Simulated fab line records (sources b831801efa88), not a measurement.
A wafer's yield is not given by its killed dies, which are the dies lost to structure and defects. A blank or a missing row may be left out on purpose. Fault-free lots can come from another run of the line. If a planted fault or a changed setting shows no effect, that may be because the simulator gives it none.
Lot-split experiment	flow gf180mcu	route with 602 steps; 5 lots, 23 wafers read

== SPLIT DETAILS ==
At GF_STI_ETCH_14 (etches Si in HBr/Cl2/O2, target depth 360 nm, time 102.9 s), the setting timeS was moved away from the recipe's 102.9 s on 8 of the 23 wafers read, by +11.7% to +13.4%. All remaining wafers had this setting at the recipe value.

The reading comes from the split's own step.

== THE READING ==
KrF_of_STI_COAT_07.thkNm (the simulator's own value, which no gauge read), in nm, at GF_STI_ETCH_14 (etches Si in HBr/Cl2/O2, target depth 360 nm, time 102.9 s). The file does not state a usual value for it. Average 309.0 nm, standard deviation 3.2 nm, over the 15 wafers here run with the recipe.

wafer	tool, chamber at the split	timeS as run, s	against the recipe	KrF_of_STI_COAT_07.thkNm, nm	against lot-mates on the recipe
L074.1	rieSi-01, 2	116.7	+13.4%	295.3	-14.3
L074.2	rieSi-01, 3	102.9	recipe	310	-
L074.4	rieSi-01, 1	116.7	+13.4%	296.2	-13.4
L074.5	rieSi-01, 0	102.9	recipe	310.7	-
L074.6	rieSi-01, 3	102.9	recipe	308	-
L075.1	rieSi-01, 3	114.9	+11.7%	289.6	-17.2
L075.3	rieSi-01, 1	102.9	recipe	305.5	-
L075.4	rieSi-01, 0	102.9	recipe	308.1	-
L075.5	rieSi-01, 3	114.9	+11.7%	289.5	-17.3
L075.6	rieSi-01, 0	114.9	+11.7%	296.5	-10.3
L083.2	rieSi-01, 2	115.7	+12.4%	287.3	-17.7
L083.3	rieSi-01, 1	102.9	recipe	303.8	-
L083.4	rieSi-01, 1	115.7	+12.4%	291.3	-13.7
L083.5	rieSi-01, 2	115.7	+12.4%	285.8	-19.2
L083.6	rieSi-01, 0	102.9	recipe	306.2	-
L082.1	rieSi-02, 3	102.9	recipe	304.9	-
L082.2	rieSi-02, 1	102.9	recipe	309.6	-
L082.3	rieSi-02, 2	102.9	recipe	311	-
L082.5	rieSi-02, 2	102.9	recipe	311.8	-
L082.6	rieSi-02, 1	102.9	recipe	306.1	-
L084.1	rieSi-01, 1	102.9	recipe	316	-
L084.2	rieSi-01, 2	102.9	recipe	312.1	-
L084.4	rieSi-01, 2	102.9	recipe	311.4	-

FIT RESULTS
A straight line over all 23 wafers: KrF_of_STI_COAT_07.thkNm changes by -1.4 nm for each +1% of timeS; r = -0.92; the points scatter about the line by 3.8 nm.
The same after taking each lot's own level away (the mean of its wafers on the recipe; 23 wafers): -1.23 nm for each +1%; r = -0.95; scatter 2.5 nm.
Per that fit: largest timeS move, reading shift of 17 nm.
Across the lots, their own levels run from 305.00 to 313.17 nm, a range of 2.5 times the standard deviation given above.
Hence the slope depends on the lot-to-lot level, as the two fits are not the same.
Check: with one of the wafers moved furthest among these (+13.4%) left out of the fit, the line predicts -17 nm for it against its lot-mates. It came out at -14.3 nm against them.

== ADDITIONAL SPLITS CARRIED BY THESE WAFERS ==
Other splits were also applied to these wafers ahead of the reading. Each is held against what the fit with the lots' levels taken away leaves over:
other split on the same wafers	wafers away from the commonest value	r with KrF_of_STI_COAT_07.thkNm (lot level and that fit taken away)
GF_STI_CVD_03 pressureMtorr	18	+0.02

== THE WHOLE CHAIN: every reading that the file lists as answering this split, in the file's order ==
step	what it does	reading	change (the file's fit)	r (the file's)
GF_STI_ETCH_14	etches Si in HBr/Cl2/O2, target depth 360 nm, time 102.9 s	STI.featureDepthNm (the simulator's own value, which no gauge read)	+3.67 nm for each +1% of the setting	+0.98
GF_STI_ETCH_14	etches Si in HBr/Cl2/O2, target depth 360 nm, time 102.9 s	KrF_of_STI_COAT_07.thkNm (the simulator's own value, which no gauge read)	-1.21 nm for each +1% of the setting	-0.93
GF_STI_STRIP_15	strips in O2/N2	stripTimeToEndpointS	withheld for each +1% of the setting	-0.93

== FILE'S OWN FIT ==
KrF_of_STI_COAT_07.thkNm changes by -1.21 nm for each +1% of timeS, r = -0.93.
